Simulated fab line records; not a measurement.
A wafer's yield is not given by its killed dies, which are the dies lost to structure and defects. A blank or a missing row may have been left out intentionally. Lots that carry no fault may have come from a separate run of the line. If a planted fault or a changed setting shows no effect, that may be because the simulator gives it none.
fab line records	flow sky130
record lots=12	wafers=36	last_day=50
route steps=708 shown LDD_HVP@285 SD_P@327 METAL1@450 METAL5@665 PAD_OPEN@708
lots that met no fault: from a run of the same line without faults
start_h: start of the lot's first displayed wafer, in hours after the record's first day	wait_h: time in hours since the lot's previous step	" repeats the value in the row above	L1.1+2: a single row standing in for several wafers	- value missing, or start not given	* or withheld: withheld	< > ~ a bound
route shown NAME@n: a module of which the file shows steps, and the number in the route of the first	usual: mean/standard deviation taken from wafers without a fault	same: alike in all rows	chamber/n: place in a boat	sites: per-site readings	_std_site: standard deviation of those values	_edge_site: the outer-site mean with the inner-site mean subtracted	radius_mm: for every site, how far away it sits from the centre of the wafer	mask NAME#n: copy n	behind: the tool/chamber that last shaped the wafer	hold: reason for holding the lot/hours on hold/outcome of the hold	device: whichever transistor did not switch (one of n, p or np)	end of line: tests run on the same wafers once the route is complete	where a step has no rows: the recipe by itself	killed: count of dies lost to structure and defects at first sort (not the wafer's yield)	map: shows each die of a wafer: x if killed, . if not, _ if none is there
set.NAME: the setting as run; set.NAME@STEP: as run at that earlier step	model.NAME: the simulator's own value behind a step, which no gauge read
the route's steps for a sample of lots (tables are steps, rows are wafers)
services: the hour from which a tool's chamber was out of use, counted from the record's first day as start_h (under 0 if before that day), plus the number of hours and why
## steps
# step SKY_LDD_HVP_OVL_MEAS_07
# usual LDD_HVP_OVL=-0.9/1.7
lot.wafer	tool	chamber	start_h	wait_h	LDD_HVP_OVL[nm]
L828.1	overlay-02	-	492.42	0.1	1.2
L828.2	"	-	"	"	1.0
L828.6	"	-	"	"	1.4
L829.1	overlay-01	-	509.70	0.1	0.8
L829.5	"	-	"	"	0.0
L829.6	"	-	"	"	0.7
L830.1	overlay-01	-	518.07	0.1	-0.9
L830.3	"	-	"	"	-3.3
L830.6	"	-	"	"	-1.0
L832.1	overlay-01	-	531.78	0.1	-1.5
L832.3	"	-	"	"	1.4
L832.5	"	-	"	"	0.6
L833.2	overlay-01	-	545.45	0.1	-0.2
L833.3	"	-	"	"	-0.1
L833.6	"	-	"	"	0.2
L835.3	overlay-01	-	563.53	0.1	2.3
L835.5	"	-	"	"	4.2
L835.6	"	-	"	"	1.8
L837.1	overlay-01	-	575.98	0.1	1.8
L837.3	"	-	"	"	0.2
L837.6	"	-	"	"	0.8
L842.1	overlay-01	-	619.90	0.1	-2.2
L842.3	"	-	"	"	-1.0
L842.4	"	-	"	"	-2.3
L844.1	overlay-02	-	634.70	0.1	-1.3
L844.4	"	-	"	"	-1.0
L844.5	"	-	"	"	-2.1
L847.1	overlay-02	-	669.98	0.1	-2.4
L847.3	"	-	"	"	-3.0
L847.5	"	-	"	"	-2.7
L848.1	overlay-01	-	671.35	0.1	-2.8
L848.3	"	-	"	"	-3.1
L848.6	"	-	"	"	-2.8
L849.2	overlay-02	-	672.79	0.1	-3.5
L849.3	"	-	"	"	-2.4
L849.5	"	-	"	"	-1.6
# step SKY_SD_P_CD_MEAS_07
# recipe target_cd_nm=380
# usual cd_nm=381.0/2.4
lot.wafer	tool	chamber	start_h	wait_h	cd_nm
L828.1	cd_sem-02	-	584.95	0.1	380.7
L828.2	"	-	"	"	379.4
L828.6	"	-	"	"	381.4
L829.1	cd_sem-02	-	602.65	0.1	383.1
L829.5	"	-	"	"	380.3
L829.6	"	-	"	"	381.8
L830.1	cd_sem-01	-	608.78	0.1	377.8
L830.3	"	-	"	"	380.5
L830.6	"	-	"	"	380.1
L832.1	cd_sem-01	-	625.03	0.1	378.0
L832.3	"	-	"	"	379.1
L832.5	"	-	"	"	380.9
L833.2	cd_sem-02	-	637.63	0.1	383.2
L833.3	"	-	"	"	385.5
L833.6	"	-	"	"	384.5
L835.3	cd_sem-02	-	653.34	0.1	379.4
L835.5	"	-	"	"	381.2
L835.6	"	-	"	"	381.4
L837.1	cd_sem-02	-	665.50	0.1	380.8
L837.3	"	-	"	"	379.6
L837.6	"	-	"	"	378.8
L842.1	cd_sem-02	-	706.76	0.1	381.9
L842.3	"	-	"	"	383.0
L842.4	"	-	"	"	381.8
L844.1	cd_sem-02	-	721.56	0.1	385.3
L844.4	"	-	"	"	383.4
L844.5	"	-	"	"	387.6
L847.1	cd_sem-02	-	753.00	0.1	382.6
L847.3	"	-	"	"	383.8
L847.5	"	-	"	"	384.9
L848.1	cd_sem-02	-	754.78	0.1	382.2
L848.3	"	-	"	"	378.1
L848.6	"	-	"	"	380.9
L849.2	cd_sem-02	-	757.40	0.1	382.1
L849.3	"	-	"	"	381.2
L849.5	"	-	"	"	379.6
# step SKY_METAL1_OVL_MEAS_16
# usual METAL1_OVL=-2/6.1
lot.wafer	tool	chamber	start_h	wait_h	METAL1_OVL[nm]
L828.1	overlay-02	-	759.05	0.1	3
L828.2	"	-	"	"	8
L828.6	"	-	"	"	3
L829.1	overlay-02	-	774.34	0.1	12
L829.5	"	-	"	"	6
L829.6	"	-	"	"	-4
L830.1	overlay-02	-	779.23	0.1	-8
L830.3	"	-	"	"	-10
L830.6	"	-	"	"	-15
L832.1	overlay-02	-	794.25	0.1	4
L832.3	"	-	"	"	5
L832.5	"	-	"	"	2
L833.2	overlay-02	-	805.16	0.1	4
L833.3	"	-	"	"	-8
L833.6	"	-	"	"	5
L835.3	overlay-02	-	820.75	0.1	-1
L835.5	"	-	"	"	-3
L835.6	"	-	"	"	-6
L837.1	overlay-02	-	832.24	0.1	-1
L837.3	"	-	"	"	4
L837.6	"	-	"	"	-10
L842.1	overlay-01	-	872.94	0.1	-3
L842.3	"	-	"	"	4
L842.4	"	-	"	"	-5
L844.1	overlay-01	-	884.89	0.1	5
L844.4	"	-	"	"	-6
L844.5	"	-	"	"	4
L847.1	overlay-02	-	916.60	0.1	-6
L847.3	"	-	"	"	-3
L847.5	"	-	"	"	1
L848.1	overlay-02	-	918.44	0.1	2
L848.3	"	-	"	"	1
L848.6	"	-	"	"	12
L849.2	overlay-02	-	922.84	0.1	-9
L849.3	"	-	"	"	2
L849.5	"	-	"	"	-1
# step SKY_METAL5_SPUTTER_04
# recipe material=TiN	target_thk_nm=70	power_w=6500	time_s=58.3	chamber_pressure_pa=0.4
# usual throttle_valve_pct=29.4/1.3
lot.wafer	tool	chamber	start_h	wait_h	throttle_valve_pct
L828.1	pvd_sputter-02	-	1006.16	0.0	31.1
L828.2	"	-	"	"	26.7
L828.6	"	-	"	"	26.9
L829.1	pvd_sputter-04	-	1019.83	0.0	30.9
L829.5	"	-	"	"	30.3
L829.6	"	-	"	"	28.9
L830.1	pvd_sputter-02	-	1024.32	0.0	30.1
L830.3	"	-	"	"	26.9
L830.6	"	-	"	"	26.7
L832.1	pvd_sputter-02	-	1035.91	0.0	28.8
L832.3	"	-	"	"	30.3
L832.5	"	-	"	"	31.0
L833.2	pvd_sputter-04	-	1047.09	0.0	28.7
L833.3	"	-	"	"	30.3
L833.6	"	-	"	"	28.6
L835.3	pvd_sputter-03	-	1058.56	0.0	29.0
L835.5	"	-	"	"	28.7
L835.6	"	-	"	"	29.7
L837.1	pvd_sputter-02	-	1069.52	0.0	30.8
L837.3	"	-	"	"	28.6
L837.6	"	-	"	"	30.2
L842.1	pvd_sputter-02	-	1101.38	0.0	30.1
L842.3	"	-	"	"	26.7
L842.4	"	-	"	"	28.7
L844.1	pvd_sputter-02	-	1108.83	0.0	28.2
L844.4	"	-	"	"	30.7
L844.5	"	-	"	"	26.6
L847.1	pvd_sputter-03	-	1132.33	0.0	28.8
L847.3	"	-	"	"	28.7
L847.5	"	-	"	"	29.0
L848.1	pvd_sputter-03	-	1133.34	0.0	29.8
L848.3	"	-	"	"	31.6
L848.6	"	-	"	"	28.9
L849.2	pvd_sputter-03	-	1138.11	0.0	31.6
L849.3	"	-	"	"	28.9
L849.5	"	-	"	"	31.5
# step SKY_METAL5_THK_MEAS_06
# recipe thk_meas_gauge=xrf	reads=AlCu_of_METAL5_SPUTTER_02
# usual METAL5_ALCU_THK=1138/13
lot.wafer	tool	chamber	start_h	wait_h	METAL5_ALCU_THK[nm]
L828.1	film_metro-02	-	1006.33	0.1	1142
L828.2	"	-	"	"	1160
L828.6	"	-	"	"	1152
L829.1	film_metro-02	-	1020.00	0.1	1143
L829.5	"	-	"	"	1155
L829.6	"	-	"	"	1151
L830.1	film_metro-01	-	1024.49	0.1	1163
L830.3	"	-	"	"	1158
L830.6	"	-	"	"	1160
L832.1	film_metro-01	-	1036.08	0.1	1116
L832.3	"	-	"	"	1133
L832.5	"	-	"	"	1126
L833.2	film_metro-02	-	1047.28	0.1	1144
L833.3	"	-	"	"	1144
L833.6	"	-	"	"	1126
L835.3	film_metro-01	-	1058.75	0.1	1140
L835.5	"	-	"	"	1136
L835.6	"	-	"	"	1145
L837.1	film_metro-02	-	1069.69	0.1	1141
L837.3	"	-	"	"	1145
L837.6	"	-	"	"	1154
L842.1	film_metro-01	-	1101.55	0.1	1156
L842.3	"	-	"	"	1155
L842.4	"	-	"	"	1075
L844.1	film_metro-02	-	1109.00	0.1	1057
L844.4	"	-	"	"	1125
L844.5	"	-	"	"	1127
L847.1	film_metro-02	-	1132.50	0.1	1143
L847.3	"	-	"	"	1126
L847.5	"	-	"	"	1146
L848.1	film_metro-01	-	1133.51	0.1	1167
L848.3	"	-	"	"	1160
L848.6	"	-	"	"	1172
L849.2	film_metro-02	-	1138.29	0.1	1139
L849.3	"	-	"	"	1141
L849.5	"	-	"	"	1146
# step SKY_PAD_OPEN_PROBE_99
# usual defect_limited_yield=82.5/1.9	killed_at_M0_to_M3=42/7.4	killed_at_M4_up=3.4/1.8	killed_at_contacts=25/5.4	killed_at_front_end=15/4.4	killed_at_other=0.2/0.52	killed_dies=86/9.3	killed_on_rim=17/3.9	killed_open=47/7.6	killed_short=39/6.5	sort_bin_3_pad_short=0.9/0.46	sort_bin_5_function=10.3/1.5	sort_bin_6_memory=6.3/1.2	sort_n_pass=406/9.3	sort_yield_pct=82.5/1.9
# same gross_dies=492	killed_at_back_side=0	sort_bin_4_leakage[%]=0	sort_bin_8_speed[%]=0
lot.wafer	tool	chamber	start_h	wait_h	defect_limited_yield[%]	killed_at_M0_to_M3	killed_at_M4_up	killed_at_contacts	killed_at_front_end	killed_at_other	killed_dies	killed_on_rim	killed_open	killed_short	sort_bin_3_pad_short[%]	sort_bin_5_function[%]	sort_bin_6_memory[%]	sort_n_pass	sort_yield_pct[%]
L832.3	prober-02	-	1101.90	0.2	81.9	40	1	28	20	0	89	14	50	39	0.6	10.6	6.9	403	81.9
L832.5	prober-02	-	1102.00	0.2	83.5	39	3	26	13	0	81	16	44	37	0.8	9.1	6.5	411	83.5
L837.1	prober-01	-	1132.85	0.1	84.6	38	2	24	11	1	76	10	45	31	0.4	8.5	6.5	416	84.6
L837.3	prober-01	-	1132.95	0.2	87.2	28	1	29	5	0	63	15	41	22	0	8.1	4.7	429	87.2
L837.6	prober-01	-	1133.10	0.2	85.8	41	4	12	11	2	70	12	33	37	0.4	9.8	4.1	422	85.8
L842.1	prober-01	-	1160.47	0.1	81.7	45	3	26	16	0	90	17	53	37	0.6	10.8	6.9	402	81.7
L842.3	prober-01	-	1160.57	0.2	83.1	46	5	18	14	0	83	17	41	42	1.4	8.5	6.9	409	83.1
L842.4	prober-01	-	1160.62	0.2	83.7	33	2	22	22	1	80	13	41	39	0.4	7.9	7.9	412	83.7
# killed by level:class
L832.3 LI_CONTACT:geometric_particle:open=12 VIA1:geometric_particle:open=11 CONTACT:geometric_particle:open=8 METAL2:geometric_particle:short=8 POLY_GATE:geometric_particle:short=6 VIA2:geometric_particle:open=6 FIELD_ISO:geometric_particle:short=5 VIA3:geometric_particle:open=5
L832.5 LI_CONTACT:geometric_particle:open=9 CONTACT:geometric_particle:open=7 VIA1:geometric_particle:open=7 LOCAL_INTERCONNECT:geometric_particle:short=6 METAL1:geometric_particle:short=6 VIA2:geometric_particle:open=6 VIA3:geometric_particle:open=5 FIELD_ISO:geometric_particle:short=4
L837.1 CONTACT:geometric_particle:open=14 VIA3:geometric_particle:open=8 METAL1:geometric_particle:short=6 VIA2:geometric_particle:open=6 FIELD_ISO:geometric_particle:short=5 VIA1:geometric_particle:open=5 METAL2:geometric_particle:short=5 LI_CONTACT:geometric_particle:open=4
L837.3 CONTACT:geometric_particle:open=13 LI_CONTACT:geometric_particle:open=8 VIA1:geometric_particle:open=4 VIA2:geometric_particle:short=4 VIA2:geometric_particle:open=4 METAL1:geometric_particle:open=3 LOCAL_INTERCONNECT:geometric_particle:short=3 CONTACT:geometric_particle:short=3
L837.6 VIA1:geometric_particle:open=8 METAL2:geometric_particle:short=6 VIA3:geometric_particle:short=6 CONTACT:geometric_particle:open=5 METAL1:geometric_particle:short=4 VIA3:geometric_particle:open=4 VIA2:geometric_particle:short=4 POLY_GATE:geometric_particle:open=3
L842.1 VIA1:geometric_particle:open=10 LI_CONTACT:geometric_particle:open=9 CONTACT:geometric_particle:open=9 METAL2:geometric_particle:short=8 VIA3:geometric_particle:open=8 VIA1:geometric_particle:short=5 CONTACT:geometric_particle:short=3 METAL1:geometric_particle:short=3
L842.3 METAL2:geometric_particle:short=8 CONTACT:geometric_particle:open=7 VIA3:geometric_particle:open=7 METAL3:geometric_particle:short=7 VIA1:geometric_particle:open=6 VIA2:geometric_particle:open=6 METAL4:geometric_particle:short=5 FIELD_ISO:geometric_particle:short=4
L842.4 CONTACT:geometric_particle:open=7 FIELD_ISO:geometric_particle:open=6 VIA1:geometric_particle:open=6 LOCAL_INTERCONNECT:geometric_particle:short=5 VIA3:geometric_particle:open=5 FIELD_ISO:geometric_particle:short=4 POLY_GATE:geometric_particle:short=4 POLY_GATE:geometric_particle:open=4
## services
tool	chamber	start_h	hours	kind
pvd_sputter-02	-	1015.74	3.4	repair
pvd_sputter-03	-	1042.99	2.7	repair
pvd_sputter-02	-	1095.45	3.9	repair
pvd_sputter-02	-	1127.32	22.5	repair
pvd_sputter-04	-	1128.56	15.4	repair
## key
first_sign step=SKY_METAL5_THK_MEAS_06	reading=METAL5_ALCU_THK	direction=down	sigmas=5.4	usual=1138	struck=1066
effect none on later readings
met_at SKY_METAL5_SPUTTER_04
struck_lots L842,L844
struck_wafers L842.4,L844.1
not_acting_at SKY_LDD_HVP_OVL_MEAS_07,SKY_SD_P_CD_MEAS_07,SKY_METAL1_OVL_MEAS_16
onset_between 1069.52 1101.38
fault kind=process_parameter_drift	tool=pvd_sputter-02	chamber=-	onset_h=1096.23	steps=SKY_METAL5_SPUTTER_04	channel=target_thk_nm	offset=22.952	shape=step	end_h=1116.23	acts_in=these_recipes_only	stated=70	scope=struck_wafers_only
